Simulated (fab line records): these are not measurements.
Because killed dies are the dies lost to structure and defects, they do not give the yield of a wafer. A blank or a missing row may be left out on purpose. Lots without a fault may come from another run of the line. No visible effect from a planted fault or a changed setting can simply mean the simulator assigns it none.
Chamber matching || flow sky130 || SKY_CONTACT_CMP_04 on cmp-01 has 4 sister chambers
The step polishes SiO2. 4 wafers are shown with their chamber, then 10 later ones without.

WAFERS PAIRED WITH THEIR CHAMBERS
{"wafer": "L597.2", "chamber": 1, "motorCurrentA (A)": 9.3}
{"wafer": "L597.6", "chamber": 2, "motorCurrentA (A)": 13.6}
{"wafer": "L598.2", "chamber": 3, "motorCurrentA (A)": 11.8}
{"wafer": "L598.3", "chamber": 0, "motorCurrentA (A)": 13.4}

WAFERS WHOSE CHAMBER IS MISSING
{"wafer": "L598.4", "motorCurrentA (A)": 14.2}
{"wafer": "L599.4", "motorCurrentA (A)": 13.1}
{"wafer": "L599.5", "motorCurrentA (A)": 14.0}
{"wafer": "L599.6", "motorCurrentA (A)": 12.0}
{"wafer": "L600.1", "motorCurrentA (A)": 13.4}
{"wafer": "L600.3", "motorCurrentA (A)": 11.6}
{"wafer": "L600.5", "motorCurrentA (A)": 13.3}
{"wafer": "L601.1", "motorCurrentA (A)": 14.0}
{"wafer": "L601.2", "motorCurrentA (A)": 9.8}
{"wafer": "L601.5", "motorCurrentA (A)": 9.2}

WHICH CHAMBER EACH WENT THROUGH
{"wafer": "L598.4", "from the rows above": "can't be placed: 2 or 0", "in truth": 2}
{"wafer": "L599.4", "from the rows above": "can't be placed: 0 or 2", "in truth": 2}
{"wafer": "L599.5", "from the rows above": "can't be placed: 2 or 0", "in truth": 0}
{"wafer": "L599.6", "from the rows above": 3, "in truth": 3}
{"wafer": "L600.1", "from the rows above": "can't be placed: 0 or 2", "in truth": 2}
{"wafer": "L600.3", "from the rows above": 3, "in truth": 3}
{"wafer": "L600.5", "from the rows above": "can't be placed: 0 or 2", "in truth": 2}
{"wafer": "L601.1", "from the rows above": "can't be placed: 2 or 0", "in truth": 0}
{"wafer": "L601.2", "from the rows above": 1, "in truth": 1}
{"wafer": "L601.5", "from the rows above": 1, "in truth": 1}
Placed correctly: 4 of 10. Unplaceable from these rows: 6, with the true chamber sitting among the candidates in 6. Number placed wrongly: 0.
How it was worked out, from the rows above alone: a wafer's distance from a chamber is the root of the sum, over the readings, of the square of ((its reading less the chamber's mean) divided by the reading's scatter). If the next closest chamber is less than 2 further off than the closest, the wafer can't be placed; otherwise it belongs to the closest. For every chamber, the mean is computed from those of its wafers that are shown. The scatter: root of mean squared gap, hidden wafer to nearest shown wafer, with one shown wafer a chamber.
